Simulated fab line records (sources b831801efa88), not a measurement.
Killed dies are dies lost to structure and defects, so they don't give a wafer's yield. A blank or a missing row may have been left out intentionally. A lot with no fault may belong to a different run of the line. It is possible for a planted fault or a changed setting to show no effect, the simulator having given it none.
fab line records	flow sky130
record lots=11	wafers=33	last-day=49
route steps=708 shown LI_CONTACT@377 CONTACT@406 PAD_OPEN@708
lots that met no fault: from a run of the same line without faults
start-h: start of the lot's first displayed wafer, in hours after the record's first day	wait-h: hours elapsed since this lot's preceding step	" as in the row above	L1.1+2: one row covering several wafers at once	- no value, or no start given	* or withheld: withheld	< > ~ a bound
route shown NAME@n: names a module that has steps shown in the file, with the first one's number in the route	usual: mean/standard deviation taken from wafers without a fault	same: alike in all rows	chamber/n: place in a boat	sites: readings site by site	_std_site: the values' standard deviation	_edge_site: the outer-site mean with the inner-site mean subtracted	radius-mm: how far each site lies from the wafer's centre	mask NAME#n: copy n	behind: the tool/chamber that last shaped the wafer	hold: cause of the lot's hold/its duration in hours/its outcome	device: the n, p or np transistor that did not switch	end of line: the tests these same wafers got at the end of their route	for a step that has no rows: nothing shown but its recipe	killed: dies lost to structure and defects at the first sort, not the wafer's yield	map: a wafer's dies, x killed, . not, _ none there
set.NAME: the setting that was run; set.NAME@STEP: the one run at that earlier step	model.NAME: the simulator's own value behind a step, which no gauge read
the route's steps for a sample of lots (tables are steps, rows are wafers)
services: a tool's chamber out of use, with start hour (start-h, from the record's first day; less than 0 if before it), hours out, and reason
## steps
# step SKY_LI_CONTACT_ETCH_15
# recipe target=PSG	chemistry=C4F8/O2/Ar	stop-on=Si	taper-deg=4.15	mask-material=KrF-thick	source-w=1500	bias-w=1200	pressure-mtorr=40	c4f8-flow-sccm=withheld	O2_flow_sccm=6	Ar_flow_sccm=300	time-s=withheld	target-depth-a=6000
# usual chamber-pressure-mTorr=40.00/0.042	oes-product-au=0.837/0.0046
lot.wafer	tool	chamber	start-h	wait-h	chamber-pressure-mTorr	oes-product-au
L981.1	rie-diel-01	2	674.17	0.0	40.01	0.840
L981.4	"	0	"	"	40.05	0.838
L981.5	"	1	"	"	39.91	0.835
L986.4	rie-diel-03	3	716.82	0.0	39.96	0.842
L986.5	"	3	"	"	40.00	0.842
L986.6	"	0	"	"	40.01	0.848
L987.1	rie-diel-02	3	725.97	0.0	39.98	0.836
L987.2	"	2	"	"	40.03	0.835
L987.3	"	0	"	"	40.00	0.830
L988.1	rie-diel-02	2	732.67	0.0	39.99	0.839
L988.4	"	3	"	"	39.93	0.839
L988.5	"	0	"	"	40.02	0.845
L989.2	rie-diel-03	2	747.32	0.0	39.96	0.837
L989.3	"	0	"	"	40.01	0.835
L989.4	"	3	"	"	40.03	0.835
L990.3	rie-diel-01	3	747.67	0.0	40.01	0.839
L990.5	"	3	"	"	40.03	0.828
L990.6	"	2	"	"	39.99	0.837
L992.2	rie-diel-01	0	775.07	0.0	39.97	0.835
L992.4	"	3	"	"	39.95	0.844
L992.5	"	2	"	"	39.97	0.842
L994.2	rie-diel-01	0	784.63	0.0	40.02	0.836
L994.4	"	2	"	"	40.01	0.838
L994.5	"	2	"	"	39.99	0.835
L995.1	rie-diel-02	2	785.47	0.0	39.92	0.837
L995.4	"	1	"	"	40.03	0.843
L995.5	"	2	"	"	39.98	0.844
L996.2	rie-diel-02	0	795.03	0.0	40.05	0.832
L996.5	"	2	"	"	39.98	0.836
L996.6	"	3	"	"	40.00	0.839
L998.2	rie-diel-02	0	807.72	0.0	40.03	0.844
L998.3	"	1	"	"	40.03	0.840
L998.4	"	3	"	"	39.95	0.839
# step SKY_LI_CONTACT_STRIP_16
# recipe chemistry=O2/N2	power-w=1400	pressure-mtorr=1500	platen-temp-c=withheld	o2-flow-sccm=3000	n2-flow-sccm=300	overash-fraction=0.5
# usual chamber-pressure-mTorr=1499.9/1.4	drypump-motor-current-A=5.9/0.44	oes-product-au=0.375/0.0052	strip-time-to-endpoint-s=3.503/0.025
lot.wafer	tool	chamber	start-h	wait-h	chamber-pressure-mTorr	drypump-motor-current-A	oes-product-au	rf-hours-counter-h	strip-time-to-endpoint-s
L981.1	plasma-asher-02	0	674.26	-	1500.7	6.3	0.380	25	3.517
L981.4	"	0	"	"	1499.1	6.3	0.368	-	3.504
L981.5	"	1	"	"	1501.6	5.4	0.375	-	3.539
L986.4	plasma-asher-03	0	716.94	-	1497.9	5.4	0.372	-	3.524
L986.5	"	1	"	"	1500.3	6.6	0.380	-	3.536
L986.6	"	0	"	"	1499.0	5.4	0.374	-	3.490
L987.1	plasma-asher-02	0	726.06	-	1500.0	6.3	0.376	30	3.510
L987.2	"	1	"	"	1499.9	5.4	0.377	30	3.496
L987.3	"	0	"	"	1500.2	6.3	0.372	-	3.478
L988.1	plasma-asher-03	1	732.76	-	1500.3	6.6	0.373	58	3.520
L988.4	"	0	"	"	1500.0	5.4	0.382	-	3.516
L988.5	"	0	"	"	1500.6	5.4	0.366	-	3.508
L989.2	plasma-asher-01	1	747.41	-	1501.4	6.0	0.372	0	3.506
L989.3	"	0	"	"	1501.2	5.6	0.367	-	3.482
L989.4	"	1	"	"	1498.1	6.0	0.377	-	3.533
L990.3	plasma-asher-03	1	747.79	-	1500.7	6.6	0.377	-	3.530
L990.5	"	1	"	"	1501.8	6.6	0.375	-	3.511
L990.6	"	0	"	"	1500.9	5.4	0.377	-	3.492
L992.2	plasma-asher-01	0	775.16	-	1498.8	5.6	0.364	3	3.503
L992.4	"	0	"	"	1497.1	5.5	0.375	-	3.522
L992.5	"	1	"	"	1501.3	6.1	0.378	-	3.508
L994.2	plasma-asher-03	0	784.72	-	1501.0	5.4	0.370	63	3.439
L994.4	"	0	"	"	1497.4	5.4	0.371	-	3.493
L994.5	"	1	"	"	1498.4	6.6	0.374	-	3.485
L995.1	plasma-asher-02	0	785.55	-	1499.4	6.3	0.378	36	3.504
L995.4	"	0	"	"	1498.8	6.2	0.378	-	3.468
L995.5	"	1	"	"	1499.2	5.4	0.365	-	3.487
L996.2	plasma-asher-02	1	795.12	-	1501.8	5.4	0.379	38	3.476
L996.5	"	1	"	"	1500.4	5.4	0.379	-	3.521
L996.6	"	0	"	"	1499.9	6.2	0.381	-	3.467
L998.2	plasma-asher-01	1	807.80	-	1500.6	6.0	0.373	5	3.494
L998.3	"	1	"	"	1501.5	6.0	0.374	-	3.492
L998.4	"	0	"	"	1497.4	5.6	0.367	-	3.476
# step SKY_CONTACT_CVD_00
# recipe material=Si3N4	target-thk-nm=75	temp-c=400	time-s=withheld	rf-w=450
# usual heater-power-w=662/110
lot.wafer	tool	chamber	start-h	wait-h	heater-power-w
L981.1	pecvd-01	1	704.25	0.0	636
L981.4	"	2	"	"	635
L981.5	"	1	"	"	615
L986.4	pecvd-01	1	745.97	0.0	579
L986.5	"	0	"	"	617
L986.6	"	2	"	"	619
L987.1	pecvd-02	1	755.27	0.0	757
L987.2	"	0	"	"	537
L987.3	"	2	"	"	542
L988.1	pecvd-01	2	760.95	0.0	618
L988.4	"	0	"	"	536
L988.5	"	2	"	"	636
L989.2	pecvd-03	0	776.50	0.0	799
L989.3	"	1	"	"	852
L989.4	"	1	"	"	818
L990.3	pecvd-01	0	776.62	0.0	611
L990.5	"	2	"	"	625
L990.6	"	1	"	"	613
L992.2	pecvd-01	1	803.19	0.0	655
L992.4	"	1	"	"	640
L992.5	"	2	"	"	679
L992.2	pecvd-01	1	803	-	649
L992.4	"	1	"	"	642
L992.5	"	2	"	"	668
L994.2	pecvd-03	0	812.87	0.0	880
L994.4	"	1	"	"	952
L994.5	"	2	"	"	544
L995.1	pecvd-01	2	814.48	0.0	704
L995.4	"	2	"	"	709
L995.5	"	0	"	"	622
L995.1	pecvd-01	2	814	-	704
L995.4	"	2	"	"	690
L995.5	"	0	"	"	599
L996.2	pecvd-03	0	823.58	0.0	756
L996.5	"	2	"	"	510
L996.6	"	1	"	"	862
L996.2	pecvd-03	0	823	-	769
L996.5	"	2	"	"	515
L996.6	"	1	"	"	856
L998.2	pecvd-01	0	835.37	0.0	571
L998.3	"	2	"	"	638
L998.4	"	0	"	"	559
# step SKY_CONTACT_THK_MEAS_01
# recipe reads=Si3N4_of_CONTACT_CVD_00
# usual CONTACT_CVD_00_THK=75.1/0.99
lot.wafer	tool	chamber	start-h	wait-h	CONTACT_CVD_00_THK[nm]
L981.1	film-metro-02	-	704.30	-	73.5
L981.4	"	-	"	"	74.6
L981.5	"	-	"	"	75.3
L986.4	film-metro-02	-	746.02	-	76.8
L986.5	"	-	"	"	76.1
L986.6	"	-	"	"	74.7
L987.1	film-metro-03	-	755.30	-	74.6
L987.2	"	-	"	"	74.6
L987.3	"	-	"	"	73.8
L988.1	film-metro-02	-	760.99	-	74.2
L988.4	"	-	"	"	74.4
L988.5	"	-	"	"	75.3
L989.2	film-metro-01	-	776.54	-	76.0
L989.3	"	-	"	"	75.1
L989.4	"	-	"	"	76.7
L990.3	film-metro-03	-	776.68	-	75.8
L990.5	"	-	"	"	75.9
L990.6	"	-	"	"	77.6
L992.2	film-metro-02	-	803.44	-	148.6
L992.4	"	-	"	"	151.1
L992.5	"	-	"	"	150.9
L994.2	film-metro-02	-	812.91	-	74.4
L994.4	"	-	"	"	75.7
L994.5	"	-	"	"	75.3
L995.1	film-metro-01	-	814.71	-	148.7
L995.4	"	-	"	"	151.6
L995.5	"	-	"	"	150.2
L996.2	film-metro-03	-	823.82	-	149.1
L996.5	"	-	"	"	150.9
L996.6	"	-	"	"	151.6
L998.2	film-metro-01	-	835.43	-	72.1
L998.3	"	-	"	"	75.4
L998.4	"	-	"	"	73.9
# step SKY_CONTACT_CMP_04
# recipe material=SiO2	down-force-psi=4	platen-rpm=60	pad-velocity-m-s=0.94248
# usual motor-current-A=12.1/1.7	time-to-endpoint-s=81/3.8
lot.wafer	tool	chamber	start-h	wait-h	motor-current-A	time-to-endpoint-s
L981.1	cmp-01	0	704.49	0.1	9.9	80
L981.4	"	1	"	"	11.5	85
L981.5	"	1	"	"	12.2	85
L986.4	cmp-01	1	746.33	0.2	11.9	91
L986.5	"	2	"	"	11.8	87
L986.6	"	3	"	"	16.0	88
L987.2	cmp-02	0	755.54	0.1	11.2	77
L987.3	"	1	"	"	13.0	77
L987.1	"	2	"	"	15.0	84
L988.1	cmp-02	1	761.28	0.1	12.9	81
L988.4	"	2	"	"	15.2	80
L988.5	"	3	"	"	10.6	74
L989.2	cmp-01	2	776.77	0.1	11.3	84
L989.3	"	3	"	"	16.0	80
L989.4	"	0	"	"	9.8	77
L990.3	cmp-02	0	777.00	0.2	11.3	81
L990.6	"	1	"	"	13.1	78
L990.5	"	2	"	"	14.7	83
L992.2	cmp-02	1	803.72	0.1	13.4	77
L992.4	"	2	"	"	14.4	74
L992.5	"	3	"	"	10.0	71
L994.2	cmp-02	0	813.09	0.0	11.1	75
L994.4	"	3	"	"	9.7	75
L994.5	"	1	"	"	12.3	75
L995.4	cmp-02	2	815.00	0.1	15.2	81
L995.1	"	3	"	"	10.4	76
L995.5	"	0	"	"	10.9	74
L996.2	cmp-01	3	824.15	0.2	15.2	83
L996.5	"	0	"	"	10.1	79
L996.6	"	1	"	"	11.9	82
L998.3	cmp-01	2	835.66	0.1	11.6	88
L998.4	"	3	"	"	15.6	82
L998.2	"	0	"	"	9.8	81
# step SKY_CONTACT_ETCH_18
# recipe target=Si3N4	chemistry=CHF3/O2	stop-on=TiN	source-w=600	bias-w=200	pressure-mtorr=40	chf3-flow-sccm=50	O2_flow_sccm=5	time-s=39	target-depth-a=750
# usual chamber-pressure-mTorr=40.00/0.036	drypump-motor-current-A=5.6/0.41	oes-product-au=0.856/0.008	throttle-valve-pct=8.793/0.0094
lot.wafer	tool	chamber	start-h	wait-h	chamber-pressure-mTorr	drypump-motor-current-A	oes-product-au	rf-hours-counter-h	throttle-valve-pct
L981.1	rie-diel-03	0	-	-	40.00	5.4	0.846	19	8.798
L981.4	"	2	"	"	40.02	5.5	0.852	49	8.782
L981.5	"	2	"	"	39.97	5.5	0.858	-	8.796
L986.4	rie-diel-04	2	-	-	40.04	5.5	0.870	6	8.790
L986.5	"	2	"	"	39.98	5.5	0.873	-	8.782
L986.6	"	1	"	"	39.96	5.4	0.852	-	8.802
L987.1	rie-diel-02	0	-	-	40.05	5.4	0.855	4	8.803
L987.2	"	2	"	"	40.01	5.2	0.843	2	8.794
L987.3	"	1	"	"	39.96	6.2	0.846	2	8.796
L988.1	rie-diel-04	0	-	-	40.01	4.9	0.841	8	8.791
L988.4	"	2	"	"	40.00	5.5	0.849	6	8.802
L988.5	"	1	"	"	39.98	5.4	0.858	-	8.807
L989.2	rie-diel-03	3	-	-	40.04	5.5	0.858	40	8.778
L989.3	"	0	"	"	40.05	5.4	0.861	21	8.782
L989.4	"	2	"	"	40.02	5.4	0.870	1	8.794
L990.3	rie-diel-02	0	-	-	39.99	5.5	0.853	5	8.791
L990.5	"	1	"	"	39.98	6.2	0.862	-	8.808
L990.6	"	0	"	"	39.97	5.5	0.877	-	8.807
L992.2	rie-diel-04	3	-	-	39.99	6.3	0.996	34	8.823
L992.4	"	1	"	"	39.99	5.4	0.994	-	8.815
L992.5	"	3	"	"	39.99	6.3	0.995	-	8.834
L994.2	rie-diel-04	1	-	-	39.96	5.4	0.854	3	8.797
L994.4	"	1	"	"	39.93	5.4	0.860	-	8.790
L994.5	"	2	"	"	40.05	5.4	0.858	-	8.796
L995.1	rie-diel-03	3	-	-	39.96	5.5	0.986	0	8.828
L995.4	"	2	"	"	40.05	5.5	1.000	2	8.840
L995.5	"	2	"	"	40.02	5.5	0.987	-	8.843
L996.2	rie-diel-04	0	-	-	40.03	4.9	0.985	10	8.817
L996.5	"	0	"	"	39.97	4.9	0.990	-	8.819
L996.6	"	1	"	"	39.97	5.4	1.002	-	8.824
L998.2	rie-diel-02	1	-	-	40.03	6.2	0.833	4	8.779
L998.3	"	0	"	"	40.01	5.5	0.852	6	8.793
L998.4	"	2	"	"	40.04	5.2	0.849	4	8.778
# step SKY_PAD_OPEN_PROBE_99
# usual killed_at_M0_to_M3=43/7.3	killed_at_M4_up=3.2/1.8	killed-at-contacts=24/5.8	killed-at-front-end=16/4.5	killed-at-other=0.3/0.53	killed-dies=87/9.9	killed-on-rim=17/3.8	killed-open=48/6.8	killed-short=39/6.9
# same gross-dies=492	killed-at-back-side=0
lot.wafer	tool	chamber	start-h	wait-h	killed_at_M0_to_M3	killed_at_M4_up	killed-at-contacts	killed-at-front-end	killed-at-other	killed-dies	killed-on-rim	killed-open	killed-short
L981.1	prober-01	-	1071.04	0.1	49	3	23	15	0	90	20	42	48
L981.4	prober-01	-	1071.19	0.2	47	2	24	12	0	85	15	45	40
L981.5	prober-01	-	1071.24	0.2	37	3	22	8	0	70	17	36	34
L986.4	prober-01	-	1099.93	0.2	42	3	26	17	0	88	18	50	38
L986.5	prober-01	-	1099.98	0.2	41	4	31	7	2	85	18	43	42
L986.6	prober-01	-	1100.03	0.2	47	0	31	9	0	87	13	53	34
L987.1	prober-01	-	1109.19	0.1	39	2	14	20	0	75	15	43	32
L987.2	prober-01	-	1109.24	0.1	41	4	23	25	1	94	18	54	40
L987.3	prober-01	-	1109.29	0.2	42	4	24	19	0	89	22	43	46
L988.1	prober-02	-	1114.72	0.1	46	4	26	20	0	96	18	46	50
L988.4	prober-02	-	1114.87	0.2	54	1	26	10	0	91	19	56	35
L988.5	prober-02	-	1114.92	0.2	40	3	35	14	0	92	16	57	35
L989.2	prober-01	-	1122.38	0.1	41	2	24	24	0	91	19	50	41
L989.3	prober-01	-	1122.43	0.2	54	2	22	13	0	91	20	61	30
L989.4	prober-01	-	1122.48	0.2	42	2	16	18	0	78	11	47	31
L990.3	prober-02	-	1127.30	0.2	35	2	36	10	0	83	7	50	33
L990.5	prober-02	-	1127.40	0.2	41	2	26	13	3	85	14	45	40
L990.6	prober-02	-	1127.45	0.2	41	4	26	16	0	87	13	50	37
L992.2	prober-01	-	1144.94	0.1	40	3	435	14	0	492	96	43	36
L992.4	prober-01	-	1145.04	0.2	38	1	435	18	0	492	96	54	37
L992.5	prober-01	-	1145.09	0.2	35	4	433	19	1	492	96	45	31
L994.2	prober-02	-	1150.85	0.1	40	1	23	17	0	81	11	41	40
L994.4	prober-02	-	1150.95	0.2	44	2	29	20	0	95	24	50	45
L994.5	prober-02	-	1151.00	0.2	66	1	21	12	0	100	19	67	33
L995.1	prober-01	-	1153.47	0.1	40	0	436	16	0	492	96	47	32
L995.4	prober-01	-	1153.62	0.2	41	2	439	10	0	492	96	43	33
L995.5	prober-01	-	1153.67	0.2	39	3	438	12	0	492	96	39	33
L996.2	prober-02	-	1158.31	0.1	50	3	426	13	0	492	96	50	35
L996.5	prober-02	-	1158.46	0.2	35	4	443	10	0	492	96	38	30
L996.6	prober-02	-	1158.51	0.2	40	5	430	17	0	492	96	39	41
L998.2	prober-02	-	1168.10	0.1	48	3	29	12	0	92	15	56	36
L998.3	prober-02	-	1168.15	0.2	40	5	23	27	0	95	15	47	48
L998.4	prober-02	-	1168.20	0.2	52	5	16	17	0	90	22	42	48
# killed by level:class
L981.1 VIA1:geometric-particle:open=8 LOCAL_INTERCONNECT:geometric-particle:short=7 CONTACT:geometric-particle:open=7 VIA3:geometric-particle:short=6 VIA3:geometric-particle:open=6 FIELD_ISO:geometric-particle:short=5 LI_CONTACT:geometric-particle:open=5 METAL1:geometric-particle:short=5
L981.4 CONTACT:geometric-particle:open=12 VIA3:geometric-particle:open=12 METAL2:geometric-particle:short=8 LOCAL_INTERCONNECT:geometric-particle:short=6 VIA2:geometric-particle:open=6 VIA1:geometric-particle:open=6 VIA1:geometric-particle:short=4 VIA3:geometric-particle:short=4
L981.5 VIA2:geometric-particle:open=10 CONTACT:geometric-particle:open=8 METAL2:geometric-particle:short=7 VIA1:geometric-particle:open=7 LI_CONTACT:geometric-particle:short=4 LI_CONTACT:geometric-particle:open=4 POLY_GATE:geometric-particle:open=3 LOCAL_INTERCONNECT:geometric-particle:short=3
L986.4 VIA2:geometric-particle:open=10 CONTACT:geometric-particle:open=8 VIA1:geometric-particle:open=8 LI_CONTACT:geometric-particle:open=7 POLY_GATE:geometric-particle:short=5 VIA3:geometric-particle:open=5 CONTACT:geometric-particle:short=5 METAL2:geometric-particle:short=5
L986.5 CONTACT:geometric-particle:open=13 VIA1:geometric-particle:open=12 VIA1:geometric-particle:short=8 CONTACT:geometric-particle:short=6 LI_CONTACT:geometric-particle:open=5 METAL3:geometric-particle:short=5 LI_CONTACT:geometric-particle:short=4 VIA3:geometric-particle:open=4
L986.6 VIA1:geometric-particle:open=16 LI_CONTACT:geometric-particle:open=11 CONTACT:geometric-particle:open=9 METAL1:geometric-particle:short=8 VIA2:geometric-particle:open=7 VIA1:geometric-particle:short=6 LOCAL_INTERCONNECT:geometric-particle:short=5 CONTACT:geometric-particle:short=4
L987.1 VIA1:geometric-particle:open=14 VIA3:geometric-particle:open=6 CONTACT:geometric-particle:open=5 FIELD_ISO:geometric-particle:short=4 POLY_GATE:geometric-particle:short=4 VIA3:geometric-particle:short=4 POLY_CUT:geometric-particle:short=3 POLY_GATE:geometric-particle:open=3
L987.2 CONTACT:geometric-particle:open=9 FIELD_ISO:geometric-particle:open=8 VIA1:geometric-particle:open=8 METAL1:geometric-particle:short=8 VIA2:geometric-particle:open=8 LI_CONTACT:geometric-particle:open=7 POLY_GATE:geometric-particle:short=5 FIELD_ISO:geometric-particle:short=4
L987.3 VIA1:geometric-particle:open=11 CONTACT:geometric-particle:open=10 VIA1:geometric-particle:short=7 LI_CONTACT:geometric-particle:open=5 METAL1:geometric-particle:short=5 VIA3:geometric-particle:open=5 FIELD_ISO:geometric-particle:short=4 POLY_GATE:geometric-particle:short=4
L988.1 METAL1:geometric-particle:short=11 VIA3:geometric-particle:open=11 CONTACT:geometric-particle:open=9 POLY_GATE:geometric-particle:short=6 CONTACT:geometric-particle:short=6 POLY_GATE:geometric-particle:open=5 VIA1:geometric-particle:open=5 FIELD_ISO:geometric-particle:short=4
L988.4 CONTACT:geometric-particle:open=15 VIA3:geometric-particle:open=11 METAL1:geometric-particle:short=9 LI_CONTACT:geometric-particle:open=8 VIA1:geometric-particle:open=8 VIA3:geometric-particle:short=7 VIA2:geometric-particle:open=5 METAL3:geometric-particle:short=5
L988.5 LI_CONTACT:geometric-particle:open=12 CONTACT:geometric-particle:open=10 VIA1:geometric-particle:open=9 VIA2:geometric-particle:open=8 VIA3:geometric-particle:open=7 CONTACT:geometric-particle:short=6 FIELD_ISO:geometric-particle:open=5 METAL1:geometric-particle:short=5
L989.2 VIA1:geometric-particle:open=14 CONTACT:geometric-particle:open=8 VIA3:geometric-particle:open=7 FIELD_ISO:geometric-particle:open=6 LI_CONTACT:geometric-particle:open=6 CONTACT:geometric-particle:short=6 POLY_GATE:geometric-particle:short=5 SPACER:geometric-particle:short=5
L989.3 VIA1:geometric-particle:open=19 CONTACT:geometric-particle:open=10 VIA3:geometric-particle:open=8 LI_CONTACT:geometric-particle:open=7 METAL2:geometric-particle:short=7 VIA1:geometric-particle:short=6 FIELD_ISO:geometric-particle:open=5 POLY_GATE:geometric-particle:open=5
L989.4 VIA3:geometric-particle:open=9 CONTACT:geometric-particle:open=6 VIA1:geometric-particle:short=6 VIA1:geometric-particle:open=6 VIA2:geometric-particle:open=6 FIELD_ISO:geometric-particle:short=4 LI_CONTACT:geometric-particle:open=4 VIA3:geometric-particle:short=3
L990.3 CONTACT:geometric-particle:open=17 VIA1:geometric-particle:open=10 VIA2:geometric-particle:open=9 LI_CONTACT:geometric-particle:open=6 VIA3:geometric-particle:short=6 LOCAL_INTERCONNECT:geometric-particle:short=5 CONTACT:geometric-particle:short=5 FIELD_ISO:geometric-particle:open=4
L990.5 LI_CONTACT:geometric-particle:open=9 CONTACT:geometric-particle:open=8 METAL1:geometric-particle:short=7 VIA3:geometric-particle:open=6 VIA2:geometric-particle:open=6 LI_CONTACT:geometric-particle:short=5 VIA1:geometric-particle:open=5 CONTACT:geometric-particle:short=4
L990.6 CONTACT:geometric-particle:open=11 METAL2:geometric-particle:short=11 VIA2:geometric-particle:open=10 VIA1:geometric-particle:open=6 FIELD_ISO:geometric-particle:open=5 FIELD_ISO:geometric-particle:short=4 LI_CONTACT:geometric-particle:open=4 VIA3:geometric-particle:open=4
L992.2 CONTACT:area-etch=413 FIELD_ISO:geometric-particle:open=7 LI_CONTACT:geometric-particle:open=7 CONTACT:geometric-particle:open=7 VIA1:geometric-particle:open=6 VIA1:geometric-particle:short=6 VIA2:geometric-particle:open=6 VIA3:geometric-particle:open=6
L992.4 CONTACT:area-etch=401 LI_CONTACT:geometric-particle:open=13 VIA1:geometric-particle:open=13 CONTACT:geometric-particle:open=9 METAL1:geometric-particle:short=7 FIELD_ISO:geometric-particle:open=5 LOCAL_INTERCONNECT:geometric-particle:short=4 CONTACT:geometric-particle:short=4
L992.5 CONTACT:area-etch=416 VIA1:geometric-particle:open=8 POLY_GATE:geometric-particle:open=7 VIA3:geometric-particle:open=7 CONTACT:geometric-particle:open=6 VIA3:geometric-particle:short=4 FIELD_ISO:geometric-particle:open=3 POLY_GATE:geometric-particle:short=3
L994.2 VIA1:geometric-particle:open=10 LI_CONTACT:geometric-particle:open=8 POLY_GATE:geometric-particle:short=7 VIA1:geometric-particle:short=7 METAL2:geometric-particle:short=6 CONTACT:geometric-particle:open=5 FIELD_ISO:geometric-particle:open=4 CONTACT:geometric-particle:short=4
L994.4 CONTACT:geometric-particle:open=11 VIA3:geometric-particle:open=8 VIA1:geometric-particle:short=8 CONTACT:geometric-particle:short=7 FIELD_ISO:geometric-particle:open=6 VIA1:geometric-particle:open=6 LI_CONTACT:geometric-particle:open=5 VIA2:geometric-particle:short=5
L994.5 VIA1:geometric-particle:open=21 VIA2:geometric-particle:open=12 VIA3:geometric-particle:open=10 LI_CONTACT:geometric-particle:open=8 VIA1:geometric-particle:short=7 CONTACT:geometric-particle:open=7 METAL1:geometric-particle:short=6 METAL2:geometric-particle:short=4
L995.1 CONTACT:area-etch=413 VIA1:geometric-particle:open=15 CONTACT:geometric-particle:open=8 POLY_GATE:geometric-particle:short=8 LI_CONTACT:geometric-particle:open=7 CONTACT:geometric-particle:short=5 FIELD_ISO:geometric-particle:open=4 VIA3:geometric-particle:open=4
L995.4 CONTACT:area-etch=416 VIA1:geometric-particle:open=12 VIA3:geometric-particle:open=8 LI_CONTACT:geometric-particle:open=6 CONTACT:geometric-particle:open=6 LI_CONTACT:geometric-particle:short=4 CONTACT:geometric-particle:short=4 METAL1:geometric-particle:short=4
L995.5 CONTACT:area-etch=420 VIA3:geometric-particle:open=9 CONTACT:geometric-particle:open=7 METAL1:geometric-particle:short=6 VIA1:geometric-particle:open=5 VIA2:geometric-particle:open=5 VIA1:geometric-particle:short=4 METAL2:geometric-particle:short=4
L996.2 CONTACT:area-etch=407 VIA1:geometric-particle:open=11 VIA2:geometric-particle:open=9 CONTACT:geometric-particle:open=8 VIA3:geometric-particle:open=7 FIELD_ISO:geometric-particle:open=6 CONTACT:geometric-particle:short=6 FIELD_ISO:geometric-particle:short=5
L996.5 CONTACT:area-etch=424 VIA1:geometric-particle:open=9 CONTACT:geometric-particle:open=7 POLY_GATE:geometric-particle:open=5 FIELD_ISO:geometric-particle:open=4 VIA2:geometric-particle:short=4 LOCAL_INTERCONNECT:geometric-particle:short=4 CONTACT:geometric-particle:short=4
L996.6 CONTACT:area-etch=412 VIA1:geometric-particle:open=11 FIELD_ISO:geometric-particle:short=9 LI_CONTACT:geometric-particle:open=6 METAL2:geometric-particle:short=6 METAL1:geometric-particle:short=5 METAL4:geometric-particle:short=5 CONTACT:geometric-particle:short=4
L998.2 CONTACT:geometric-particle:open=14 VIA1:geometric-particle:open=11 VIA1:geometric-particle:short=9 LI_CONTACT:geometric-particle:open=8 VIA2:geometric-particle:open=6 FIELD_ISO:geometric-particle:open=5 METAL1:geometric-particle:short=4 METAL2:geometric-particle:short=4
L998.3 VIA1:geometric-particle:open=8 FIELD_ISO:geometric-particle:short=7 VIA3:geometric-particle:open=7 LI_CONTACT:geometric-particle:open=6 VIA2:geometric-particle:open=6 SPACER:geometric-particle:short=5 LOCAL_INTERCONNECT:geometric-particle:short=5 CONTACT:geometric-particle:short=5
L998.4 VIA2:geometric-particle:open=11 VIA1:geometric-particle:open=10 FIELD_ISO:geometric-particle:short=8 VIA1:geometric-particle:short=7 VIA3:geometric-particle:open=6 LOCAL_INTERCONNECT:geometric-particle:short=5 LI_CONTACT:geometric-particle:open=5 CONTACT:geometric-particle:open=5
## services
tool	chamber	start-h	hours	kind
cmp-01	-	655.98	2.1	repair
rie-diel-03	2	658.10	6.6	repair
pecvd-01	1	664.89	16.9	repair
cmp-02	-	672.40	4.3	repair
rie-diel-02	1	684.70	3.7	repair
rie-diel-04	0	691.05	2.4	repair
rie-diel-04	-	694.11	0.1	repair
rie-diel-04	3	707.50	12.1	repair
cmp-02	-	713.04	6.6	pm
cmp-02	-	719.64	3.6	pm
pecvd-01	-	724.76	5.5	pm
cmp-02	-	726.72	1.1	repair
cmp-02	-	729.26	1.3	repair
cmp-02	-	741.19	2.8	repair
pecvd-01	-	743.91	0.8	repair
cmp-02	-	744.09	4.0	pm
cmp-01	-	746.49	0.5	repair
cmp-01	-	749.32	4.5	pm
rie-diel-02	1	769.39	6.9	repair
rie-diel-03	1	794.27	3.6	repair
cmp-01	-	802.63	6.8	repair
rie-diel-02	-	810.19	2.8	pm
rie-diel-04	0	817.83	17.6	repair
rie-diel-03	3	850.34	2.0	repair
## key
first-sign step=SKY_CONTACT_CVD_00	reading=visit	direction=added
effect step=SKY_CONTACT_THK_MEAS_01	reading=CONTACT_CVD_00_THK	direction=up	sigmas=76	usual=75.1	struck=150.3
effect step=SKY_CONTACT_ETCH_18	reading=oes-product-au	direction=up	sigmas=17	usual=0.856	struck=0.993
effect step=SKY_PAD_OPEN_PROBE_99	reading=killed-at-contacts	direction=up	sigmas=71	usual=24	struck=435
more-kills-born-at SKY_CONTACT_ETCH_18@rie-diel-04=2473	SKY_CONTACT_ETCH_18@rie-diel-03=1249
met-at SKY_CONTACT_CVD_00
struck-lots L992,L995,L996
later-rows-left-out L992.2,L992.4,L992.5,L995.1,L995.4,L995.5,L996.2,L996.5,L996.6
tester-left-out L992,L995,L996
not-acting-at SKY_LI_CONTACT_ETCH_15,SKY_LI_CONTACT_STRIP_16,SKY_CONTACT_CMP_04
fault kind=repeated-step-whole	tool=pecvd-01,pecvd-02,pecvd-03	chamber=-	onset-h=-	steps=SKY_CONTACT_CVD_00	times=1	scope=struck-lots-only
# tester-left-out: of these lots the tester's yield and bins aren't shown, on N5 and GAA mostly nor the transistor test; their killed dies are dies lost to structure and defects alone, not to doping, threshold or leakage, so they don't give the yield
# later-rows-left-out: the simulator's readings of these wafers behind a module that went badly wrong aren't trusted and aren't shown, but for the sort
